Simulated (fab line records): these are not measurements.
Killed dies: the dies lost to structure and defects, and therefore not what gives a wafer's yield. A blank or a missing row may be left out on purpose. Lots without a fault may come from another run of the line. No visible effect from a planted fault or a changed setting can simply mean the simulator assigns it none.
fab line records	flow sfqLine
[record] lots = 15	wafers = 44	lastDay = 81
route steps=325 shown I3@134 M4@150 M7@283
lots with no fault: from the same line, run without faults
startH: hours from the record's first day to the start of the lot's first wafer shown	waitH: hours from the lot's prior step to this one	" repeats the value in the row above	L1.1+2: several wafers, shown together as one row	- no value, or no start given	* or withheld: withheld	< > ~ a bound
route shown NAME@n: NAME is a module with steps in the file, n the number in the route of the first one	usual: the fault-free wafers' mean and standard deviation	same: alike in all rows	chamber/n: place in a boat	sites: each site's reading	_std_site: standard deviation across them	_edge_site: mean of outer sites minus mean of inner sites	radiusMm: how far each site lies from the wafer's centre	mask NAME#n: copy n	behind: tool/chamber where the wafer was last shaped	hold: reason for holding the lot/hours on hold/outcome of the hold	device: whichever transistor did not switch (one of n, p or np)	end of line: the same wafers' tests at the end of the route	step lacking rows: just its recipe	killed: at the first sort, the dies lost to defects and structure; wafer yield is something else	map: the dies of a wafer, with x for killed, . for not killed, _ for no die there
set.NAME: setting as actually run; set.NAME@STEP: the setting as run at that earlier step	model.NAME: the simulator's own value behind a step, which no gauge read
steps of the route over a sample of lots; a table a step, a row a wafer
services: when a tool's chamber went out of use (startH, in hours from the record's first day, below 0 if earlier), for how many hours, and the reason
[[steps]]
[step SFQ_TRILAYER_I3_CMP_CMP_082]
[recipe] material = SiO2	downForcePsi = 3	platenRpm = 60	padVelocityMS = 0.94248
[usual] motorCurrentA = 10.5/0.92	slurryFlowMlMin = 150.0/0.47	timeToEndpointS = 215/7
lot.wafer	tool	chamber	startH	waitH	motorCurrentA	slurryFlowMlMin	timeToEndpointS
L491.2	cmp-02	0	691.69	1.6	10.4	150.8	205
L491.4	"	1	"	"	9.1	149.8	219
L491.6	"	2	"	"	9.2	151.0	216
L492.3	cmp-01	0	692.49	1.2	11.4	150.4	208
L492.4	"	1	"	"	11.0	150.3	211
L492.5	"	1	694.99	3.7	11.2	150.0	220
L493.4	cmp-01	3	696.49	2.8	10.8	150.6	217
L493.3	"	0	"	"	11.5	149.8	209
L493.5	"	2	697.99	4.3	9.6	149.7	217
L494.1	cmp-01	2	711.99	3.5	9.7	149.1	204
L494.6	"	3	"	"	11.2	150.5	208
L494.5	"	0	"	"	11.5	149.5	288
L496.4	cmp-01	3	731.29	1.7	11.4	151.1	285
L496.5	"	1	732.29	2.7	11.3	150.8	282
L496.6	"	2	"	"	10.2	150.1	213
L497.4	cmp-01	3	736.79	2.2	11.3	149.6	284
L497.5	"	3	738.79	4.2	10.9	149.0	283
L504.4	cmp-01	2	1043.00	2.9	9.8	150.4	215
L504.1	"	3	"	"	11.1	148.9	207
L504.3	"	0	"	"	11.5	150.3	215
L505.2	cmp-01	3	1046.00	4.7	10.8	150.4	219
L505.1	"	0	"	"	11.9	149.9	215
L505.6	"	0	1048.50	7.2	11.8	149.8	215
L506.4	cmp-01	3	1052.50	5.2	11.3	150.1	214
L506.3	"	1	1053.50	6.2	11.8	150.2	217
L506.6	"	2	"	"	9.9	150.1	216
L507.2	cmp-02	2	1054.88	5.2	9.7	149.7	216
L507.5	"	0	1055.88	6.2	11.0	148.9	217
L507.6	"	1	"	"	8.8	150.6	231
L508.1	cmp-01	2	1055.00	4.1	9.7	149.6	205
L508.5	"	2	1057.00	6.1	9.1	149.8	224
L508.6	"	3	"	"	11.1	150.9	221
L509.1	cmp-02	3	1057.38	4.1	9.9	150.4	220
L509.3	"	1	1058.38	5.1	8.7	150.9	226
L509.5	"	3	1059.38	6.1	10.3	149.6	227
L511.4	cmp-01	1	1061.00	5.3	11.3	150.2	225
L511.2	"	2	"	"	9.5	149.8	211
L511.5	"	1	1063.00	7.3	11.4	150.1	217
L513.1	cmp-02	0	1066.38	5.9	10.8	150.2	216
L513.4	"	2	1067.38	6.8	10.2	150.1	228
L513.5	"	0	1068.38	7.8	10.8	149.7	222
L514.4	cmp-01	1	1068.00	5.1	11.3	149.4	226
L514.2	"	2	"	"	9.4	149.6	217
L514.5	"	0	1069.50	6.6	11.3	151.0	218
[step SFQ_TRILAYER_I3_METRO_MEASURE_083]
[usual] thkNm = 199.8/1.1
lot.wafer	tool	chamber	startH	waitH	thkNm
L491.2	filmMetro-04	-	694.01	0.3	199.3
L491.4	"	-	"	"	201.5
L491.6	"	-	"	"	199.9
L492.3	filmMetro-01	-	696.01	0.5	200.0
L492.4	"	-	"	"	198.9
L492.5	"	-	"	"	197.7
L493.3	filmMetro-01	-	699.01	0.5	200.0
L493.4	"	-	"	"	200.3
L493.5	"	-	"	"	199.5
L494.1	filmMetro-01	-	713.61	0.1	199.1
L494.5	"	-	"	"	309.3
L494.6	"	-	"	"	201.2
L496.4	filmMetro-04	-	734.01	0.6	307.0
L496.5	"	-	"	"	306.2
L496.6	"	-	"	"	199.0
L497.4	filmMetro-04	-	740.01	0.6	305.8
L497.5	"	-	"	"	305.7
L504.1	filmMetro-01	-	1046.12	0.1	198.9
L504.3	"	-	"	"	200.7
L504.4	"	-	"	"	198.9
L505.1	filmMetro-04	-	1049.12	0.1	200.6
L505.2	"	-	"	"	199.1
L505.6	"	-	"	"	199.8
L506.3	filmMetro-02	-	1055.52	0.5	198.6
L506.4	"	-	"	"	200.8
L506.6	"	-	"	"	199.4
L507.2	filmMetro-04	-	1057.20	0.3	201.9
L507.5	"	-	"	"	202.1
L507.6	"	-	"	"	201.8
L508.1	filmMetro-01	-	1058.12	0.1	197.5
L508.5	"	-	"	"	198.7
L508.6	"	-	"	"	200.6
L509.1	filmMetro-04	-	1060.00	0.1	202.6
L509.3	"	-	"	"	201.7
L509.5	"	-	"	"	201.6
L511.2	filmMetro-04	-	1064.32	0.3	197.6
L511.4	"	-	"	"	198.6
L511.5	"	-	"	"	198.7
L513.1	filmMetro-01	-	1069.00	0.1	197.7
L513.4	"	-	"	"	199.4
L513.5	"	-	"	"	198.8
L514.2	filmMetro-02	-	1070.32	0.3	199.5
L514.4	"	-	"	"	200.7
L514.5	"	-	"	"	200.9
[step SFQ_TRILAYER_I3_VIA_ETCH_VIA_ETCH_088]
[recipe] target = SiO2	stopOn = Nb	maskMaterial = PR	taperDeg = 20	chemistry = CHF3	targetDepthNm = 260	sourceW = 500	biasW = 80	pressureMtorr = 30	timeS = withheld
[usual] biasW = 80.02/0.25	drypumpMotorCurrentA = 5.7/0.59	oesProductAu = 0.855/0.0054
lot.wafer	tool	chamber	startH	waitH	biasW	drypumpMotorCurrentA	oesProductAu
L491.2	rieDiel-01	3	849.12	0.0	80.44	4.9	0.863
L491.4	"	0	"	"	79.91	6.6	0.855
L491.6	"	2	"	"	80.19	5.1	0.864
L492.3	rieDiel-02	2	852.72	0.0	80.50	5.4	0.857
L492.4	"	2	"	"	80.42	5.4	0.856
L492.5	"	3	"	"	79.70	6.3	0.850
L493.3	rieDiel-04	1	856.32	0.0	80.36	5.4	0.856
L493.4	"	0	"	"	79.77	6.1	0.854
L493.5	"	3	"	"	80.23	5.5	0.863
L494.1	rieDiel-01	1	869.52	0.0	79.98	4.8	0.852
L494.5	"	3	"	"	80.43	4.9	1.003
L494.6	"	0	"	"	80.30	6.6	0.866
L496.4	rieDiel-02	3	892.32	0.0	80.05	6.2	0.997
L496.5	"	3	"	"	79.84	6.3	0.996
L496.6	"	2	"	"	80.13	5.4	0.852
L497.4	rieDiel-04	0	897.12	0.0	79.45	6.1	0.964
L497.5	"	0	"	"	80.04	6.1	0.983
L504.1	rieDiel-02	0	1050.09	0.0	80.03	6.5	0.862
L504.3	"	3	"	"	79.82	6.2	0.858
L504.4	"	1	"	"	80.05	5.4	0.862
L505.1	rieDiel-04	2	1052.65	0.0	79.91	6.1	0.861
L505.2	"	3	"	"	80.49	5.5	0.843
L505.6	"	3	"	"	79.90	5.5	0.856
L506.3	rieDiel-02	1	1058.65	0.0	79.71	5.4	0.850
L506.4	"	2	"	"	79.70	5.4	0.855
L506.6	"	0	"	"	79.58	6.4	0.848
L507.2	rieDiel-04	0	1060.53	0.0	80.01	6.1	0.860
L507.5	"	0	"	"	79.80	6.1	0.859
L507.6	"	1	"	"	79.91	5.3	0.865
L508.1	rieDiel-01	2	1061.73	0.0	79.98	5.1	0.849
L508.5	"	2	"	"	80.42	5.1	0.849
L508.6	"	1	"	"	79.94	4.8	0.854
L509.1	rieDiel-02	0	1064.13	0.0	79.73	6.5	0.859
L509.3	"	1	"	"	79.81	5.4	0.859
L509.5	"	2	"	"	80.02	5.4	0.860
L511.2	rieDiel-01	0	1067.65	0.0	80.12	6.6	0.856
L511.4	"	1	"	"	79.86	4.8	0.852
L511.5	"	3	"	"	79.59	4.9	0.850
L513.1	rieDiel-04	2	1179.13	0.0	79.45	6.1	0.858
L513.4	"	3	"	"	80.25	5.6	0.840
L513.5	"	0	"	"	79.95	6.1	0.849
L514.2	rieDiel-01	3	1179.21	0.0	79.68	4.8	0.858
L514.4	"	1	"	"	79.69	4.8	0.856
L514.5	"	3	"	"	79.83	4.9	0.863
[step SFQ_M4_RS_MEAS_924]
[recipe] thkMeasGauge = four-point-probe	reads = Nb_of_TRILAYER_M4_DEP_SPUTTER_091
[usual] M4_NB_RS = 0.888/0.011
lot.wafer	tool	chamber	startH	waitH	M4_NB_RS[ohm/sq]
L491.2	filmMetro-02	-	850.15	0.1	0.890
L491.4	"	-	"	"	0.879
L491.6	"	-	"	"	0.883
L492.3	filmMetro-03	-	853.77	0.1	0.904
L492.4	"	-	"	"	0.894
L492.5	"	-	"	"	0.907
L493.3	filmMetro-02	-	857.37	0.1	0.905
L493.4	"	-	"	"	0.891
L493.5	"	-	"	"	0.901
L494.1	filmMetro-04	-	870.53	0.0	0.891
L494.5	"	-	"	"	0.890
L494.6	"	-	"	"	0.890
L496.4	filmMetro-02	-	893.39	0.1	0.885
L496.5	"	-	"	"	0.886
L496.6	"	-	"	"	0.884
L497.4	filmMetro-02	-	898.21	0.1	0.872
L497.5	"	-	"	"	0.877
L504.1	filmMetro-03	-	1051.30	0.0	0.885
L504.3	"	-	"	"	0.883
L504.4	"	-	"	"	0.898
L505.1	filmMetro-04	-	1053.66	0.0	0.901
L505.2	"	-	"	"	0.887
L505.6	"	-	"	"	0.907
L506.3	filmMetro-02	-	1059.70	0.1	0.881
L506.4	"	-	"	"	0.883
L506.6	"	-	"	"	0.889
L507.2	filmMetro-03	-	1061.56	0.1	0.889
L507.5	"	-	"	"	0.877
L507.6	"	-	"	"	0.888
L508.1	filmMetro-02	-	1062.74	0.0	0.915
L508.5	"	-	"	"	0.901
L508.6	"	-	"	"	0.913
L509.1	filmMetro-02	-	1065.14	0.0	0.879
L509.3	"	-	"	"	0.877
L509.5	"	-	"	"	0.884
L511.2	filmMetro-04	-	1068.68	0.1	0.905
L511.4	"	-	"	"	0.894
L511.5	"	-	"	"	0.893
L513.1	filmMetro-04	-	1180.14	0.0	0.897
L513.4	"	-	"	"	0.881
L513.5	"	-	"	"	0.882
L514.2	filmMetro-03	-	1180.23	0.1	0.863
L514.4	"	-	"	"	0.888
L514.5	"	-	"	"	0.882
[step SFQ_TRILAYER_M4_STRIP_STRIP_097]
[recipe] gas = O2	powerW = 200	platenTempC = 40	overashFraction = 0.65	chemistry = O2	pressureMtorr = 50
[usual] drypumpMotorCurrentA = 5.88/0.3	oesProductAu = 1.002/0.01
[same] overashFraction = 0.65
lot.wafer	tool	chamber	startH	waitH	drypumpMotorCurrentA	oesProductAu	rfHoursCounterH
L491.2	rieMetal-01	1	854.58	0.1	5.71	0.993	12
L491.4	"	1	"	"	5.72	0.987	-
L491.6	"	0	"	"	5.80	0.993	-
L492.3	rieMetal-03	1	856.58	0.2	6.29	1.007	-
L492.4	"	0	"	"	5.54	1.010	-
L492.5	"	1	"	"	6.27	1.006	-
L493.3	rieMetal-04	1	861.38	0.2	5.69	1.014	-
L493.4	"	0	"	"	6.33	1.000	-
L493.5	"	1	"	"	5.71	1.026	-
L494.1	rieMetal-03	0	875.40	0.1	5.54	1.018	152
L494.5	"	0	"	"	5.56	1.021	-
L494.6	"	1	"	"	6.28	1.013	-
L496.4	rieMetal-01	1	910.95	0.2	5.69	1.005	-
L496.5	"	0	"	"	5.77	1.000	-
L496.6	"	1	"	"	5.77	1.003	-
L497.4	rieMetal-03	1	919.35	0.2	6.30	0.998	-
L497.5	"	1	"	"	6.28	1.008	-
L504.1	rieMetal-04	1	1165.95	0.1	5.69	0.997	28
L504.3	"	0	"	"	6.32	1.001	-
L504.4	"	1	"	"	5.71	0.986	-
L505.1	rieMetal-01	0	1168.35	0.1	5.80	1.002	31
L505.2	"	1	"	"	5.72	0.983	60
L505.6	"	1	"	"	5.73	0.994	-
L506.3	rieMetal-03	1	1169.75	0.2	6.33	1.013	-
L506.4	"	0	"	"	5.54	0.992	-
L506.6	"	1	"	"	6.31	1.003	-
L507.2	rieMetal-01	0	1170.75	0.1	5.79	1.003	32
L507.5	"	1	"	"	5.75	0.984	-
L507.6	"	0	"	"	5.75	1.006	-
L508.1	rieMetal-03	1	1171.95	0.1	6.31	1.006	13
L508.5	"	1	"	"	6.29	1.012	-
L508.6	"	0	"	"	5.55	0.998	-
L509.1	rieMetal-01	1	1173.15	0.1	5.71	0.985	61
L509.3	"	1	"	"	5.73	0.984	-
L509.5	"	0	"	"	5.77	1.013	-
L511.2	rieMetal-04	0	1176.75	0.1	6.33	1.007	86
L511.4	"	0	"	"	6.33	1.012	-
L511.5	"	0	"	"	6.33	1.010	-
L513.1	rieMetal-01	1	1293.32	0.1	5.75	1.005	77
L513.4	"	0	"	"	5.80	1.013	-
L513.5	"	1	"	"	5.77	1.004	-
L514.2	rieMetal-03	0	1294.52	0.1	5.55	0.982	63
L514.4	"	0	"	"	5.54	0.987	-
L514.5	"	0	"	"	5.54	0.983	-
[step SFQ_M7_RS_MEAS_943]
[recipe] thkMeasGauge = four-point-probe	reads = Nb_of_TRILAYER_M7_DEP_SPUTTER_175
[usual] M7_NB_RS = 0.885/0.011
lot.wafer	tool	chamber	startH	waitH	M7_NB_RS[ohm/sq]
L491.2	filmMetro-02	-	1382.01	0.1	0.896
L491.4	"	-	"	"	0.911
L491.6	"	-	"	"	0.900
L492.3	filmMetro-02	-	1385.63	0.1	0.879
L492.4	"	-	"	"	0.877
L492.5	"	-	"	"	0.877
L493.3	filmMetro-02	-	1388.03	0.1	0.885
L493.4	"	-	"	"	0.896
L493.5	"	-	"	"	0.905
L494.1	filmMetro-02	-	1393.99	0.0	0.859
L494.5	"	-	"	"	0.861
L494.6	"	-	"	"	0.872
L496.4	filmMetro-02	-	1491.64	0.1	0.880
L496.5	"	-	"	"	0.877
L496.6	"	-	"	"	0.889
L497.4	filmMetro-04	-	1503.04	0.1	0.897
L497.5	"	-	"	"	0.902
L504.1	filmMetro-04	-	1560.87	0.0	0.878
L504.3	"	-	"	"	0.867
L504.4	"	-	"	"	0.875
L505.1	filmMetro-01	-	1598.31	0.0	0.899
L505.2	"	-	"	"	0.892
L505.6	"	-	"	"	0.896
L506.3	filmMetro-02	-	1742.50	0.1	0.874
L506.4	"	-	"	"	0.879
L506.6	"	-	"	"	0.877
L507.2	filmMetro-01	-	1743.08	0.1	0.875
L507.5	"	-	"	"	0.869
L507.6	"	-	"	"	0.877
L508.1	filmMetro-04	-	1744.74	0.0	0.889
L508.5	"	-	"	"	0.883
L508.6	"	-	"	"	0.887
L509.1	filmMetro-04	-	1747.74	0.0	0.888
L509.3	"	-	"	"	0.887
L509.5	"	-	"	"	0.891
L511.2	filmMetro-01	-	1756.21	0.1	0.888
L511.4	"	-	"	"	0.887
L511.5	"	-	"	"	0.893
L513.1	filmMetro-02	-	1762.82	0.0	0.888
L513.4	"	-	"	"	0.888
L513.5	"	-	"	"	0.886
L514.2	filmMetro-02	-	1765.24	0.1	0.891
L514.4	"	-	"	"	0.892
L514.5	"	-	"	"	0.903
[[services]]
tool	chamber	startH	hours	kind
rieMetal-01	0	679.05	3.2	repair
filmMetro-01	-	700.23	2.0	pm
filmMetro-04	-	741.27	1.2	pm
cmp-01	-	751.42	4.0	pm
cmp-01	-	765.16	0.5	repair
filmMetro-01	-	787.88	0.6	pm
filmMetro-04	-	804.66	0.6	pm
filmMetro-01	-	822.40	20.3	pm
filmMetro-01	-	851.25	0.8	pm
filmMetro-04	-	888.66	0.5	pm
cmp-01	-	917.90	2.6	repair
filmMetro-01	-	945.23	0.6	pm
filmMetro-04	-	956.72	0.2	pm
cmp-01	-	962.46	8.4	pm
filmMetro-04	-	986.27	0.5	pm
filmMetro-04	-	1050.32	0.6	pm
cmp-01	-	1085.00	10.8	pm
cmp-01	-	1095.82	4.0	pm
cmp-01	-	1116.40	5.4	pm
cmp-01	-	1132.17	1.5	repair
filmMetro-04	-	1133.66	1.8	pm
cmp-01	-	1135.78	2.1	repair
filmMetro-04	-	1231.27	0.2	pm
filmMetro-04	-	1294.66	0.9	pm
[[key]]
[firstSign] step = SFQ_TRILAYER_I3_CMP_CMP_082	reading = timeToEndpointS	direction = up	sigmas = 9.9	usual = *	struck = *
[effect] step = SFQ_TRILAYER_I3_METRO_MEASURE_083	reading = thkNm	direction = up	sigmas = 94	usual = 199.8	struck = 306.8
[effect] step = SFQ_TRILAYER_I3_VIA_ETCH_VIA_ETCH_088	reading = oesProductAu	direction = up	sigmas = 25	usual = 0.855	struck = 0.989
metAt SFQ_TRILAYER_I3_CMP_CMP_082
struckLots L494,L496,L497
struckWafers L494.5,L496.4,L496.5,L497.4,L497.5
notActingAt SFQ_M4_RS_MEAS_924,SFQ_TRILAYER_M4_STRIP_STRIP_097,SFQ_M7_RS_MEAS_943
onsetBetween 696.49 711.99
[fault] kind = processParameterDrift	tool = cmp-01	chamber = -	onsetH = 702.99	steps = SFQ_TRILAYER_I3_CMP_CMP_082	channel = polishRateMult	offset = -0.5	shape = step	endH = 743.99	scope = struckWafersOnly
